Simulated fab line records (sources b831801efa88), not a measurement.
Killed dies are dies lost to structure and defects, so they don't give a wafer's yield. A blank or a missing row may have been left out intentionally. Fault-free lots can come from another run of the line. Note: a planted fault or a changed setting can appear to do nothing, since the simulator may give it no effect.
Matching of chambers -- flow sky130 -- 4 sister chambers for SKY_VIA2_CMP_24 on cmp-02
The step polishes, stops on SiO2, t overpolish 20 s, target thk 0 nm. 30 wafers are shown with their chamber, then 12 later ones without.

## WAFERS, EACH WITH ITS CHAMBER
wafer,chamber,motor current A (A),time to endpoint s (s),overpolish run s (s)
L074.1,1,10.8,105,20.000
L074.3,3,13.6,97,20.006
L074.4,2,10.9,99,19.996
L075.1,2,12.0,98,20.003
L075.2,0,10.8,95,20.006
L075.5,1,10.2,105,19.995
L078.2,1,11.1,116,20.012
L078.4,3,13.1,100,19.999
L078.5,3,13.8,96,20.002
L081.3,1,10.9,114,20.004
L081.4,0,10.4,103,20.009
L081.5,0,10.5,100,20.003
L082.3,3,13.2,101,20.000
L082.4,2,11.7,106,20.001
L082.6,2,11.2,101,20.002
L083.1,3,12.4,94,19.996
L083.4,1,10.9,109,19.991
L083.5,0,10.1,98,19.998
L083.2,0,10.1,95,20.012
L083.3,2,11.4,98,20.007
L083.6,3,12.7,98,20.010
L084.2,2,11.4,101,20.003
L084.3,3,13.1,101,19.991
L084.5,2,11.9,104,20.005
L085.1,2,11.0,104,19.994
L085.2,3,13.3,102,19.991
L085.6,1,10.8,113,19.998
L088.2,3,13.4,96,19.990
L088.3,0,9.9,96,19.999
L088.6,0,10.2,98,20.000

SIGNATURES, as means of the wafers listed above
reading,chamber 0,chamber 1,chamber 2,chamber 3,scatter within a chamber
motor current A,10.286,10.783,11.438,13.178,0.374
time to endpoint s,97.86,110.33,101.38,98.33,3.33
overpolish run s,20.00386,20.00000,20.00137,19.99833,0.0061
Rule: a wafer's distance from a chamber is the root of the sum, over the readings, of the square of ((its reading less the chamber's mean) divided by the reading's scatter). If the next closest chamber is less than 2 further off than the closest, the wafer can't be placed; otherwise it belongs to the closest. How the scatter is found: for the shown wafers, subtract from each reading the mean of its chamber, square and add these, divide the total by (wafers less chambers), then take the root.

## WAFERS WHOSE CHAMBER IS MISSING
wafer,motor current A (A),time to endpoint s (s),overpolish run s (s)
L090.1,10.2,91,20.009
L090.2,14.3,99,19.991
L090.6,9.9,94,20.020
L090.3,12.4,99,19.980
L090.4,11.2,106,19.995
L090.5,10.2,106,19.995
L093.1,9.8,90,20.001
L093.3,11.5,97,20.011
L093.6,10.8,103,19.992
L094.2,11.2,107,19.993
L094.3,12.8,101,20.004
L094.6,10.0,97,20.007

## THE CHAMBER EACH PASSED THROUGH
wafer,from the rows above,in truth
L090.1,0,0
L090.2,3,3
L090.6,0,0
L090.3,can't be placed: 3 or 2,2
L090.4,can't be placed: 2 or 1 or 0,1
L090.5,can't be placed: 1 or 0 or 2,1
L093.1,0,0
L093.3,can't be placed: 2 or 0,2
L093.6,can't be placed: 2 or 1 or 0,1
L094.2,can't be placed: 1 or 2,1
L094.3,3,3
L094.6,0,0
Placed correctly: 6 of 12. Cannot be placed on the basis of these rows: 6; the candidates contain the true chamber in 6. Wrongly placed: 0.
